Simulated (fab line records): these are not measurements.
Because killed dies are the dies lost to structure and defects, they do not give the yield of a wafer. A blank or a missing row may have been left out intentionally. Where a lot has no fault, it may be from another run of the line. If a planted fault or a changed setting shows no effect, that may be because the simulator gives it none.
Chamber matching    flow sky130    SKY_VIA1_ETCH_15 on rie-diel-04 has 4 sister chambers
The step etches SiO2 in C4F8/O2/Ar, stops on TiN, target depth 351 nm, time 54 s. 8 wafers are shown with their chamber, then 8 later ones without.

## EACH WAFER AND ITS CHAMBER
wafer   chamber  oes-product-au (a.u.)
L074.2  2        0.987
L091.2  3        0.983
L091.4  1        0.978
L091.6  0        0.981
L092.2  3        0.980
L092.3  0        0.983
L092.5  2        0.987
L094.2  1        0.983

## WAFERS MISSING THEIR CHAMBER
wafer   oes-product-au (a.u.)
L094.4  0.976
L094.6  0.991
L095.1  0.992
L095.3  0.980
L095.6  0.986
L096.1  0.984
L096.3  0.978
L096.5  0.978

## WHICH CHAMBER EACH WENT THROUGH
wafer    from the rows above                 in truth
L094.4   can't be placed: 1 or 3 or 0        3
L094.6   2                                   2
L095.1   2                                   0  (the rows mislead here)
L095.3   can't be placed: 1 or 3 or 0        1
L095.6   can't be placed: 2 or 0 or 3        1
L096.1   can't be placed: 0 or 3 or 2 or 1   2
L096.3   can't be placed: 1 or 3 or 0        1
L096.5   can't be placed: 1 or 3 or 0        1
Correctly placed: 1 of 8. Cannot be placed on the basis of these rows: 6; the candidates contain the true chamber in 5. Placed wrongly: 1.
How it was worked out, from the rows above alone: a wafer's distance from a chamber is the root of the sum, over the readings, of the square of ((its reading less the chamber's mean) divided by the reading's scatter). The wafer belongs to the nearest chamber; if the next one is less than 2 further off, it can't be placed. A chamber's mean is the mean of its shown wafers. The scatter is the square root of a quotient: the sum, over the shown wafers, of each reading's squared deviation from its chamber's mean, divided by wafers minus chambers.
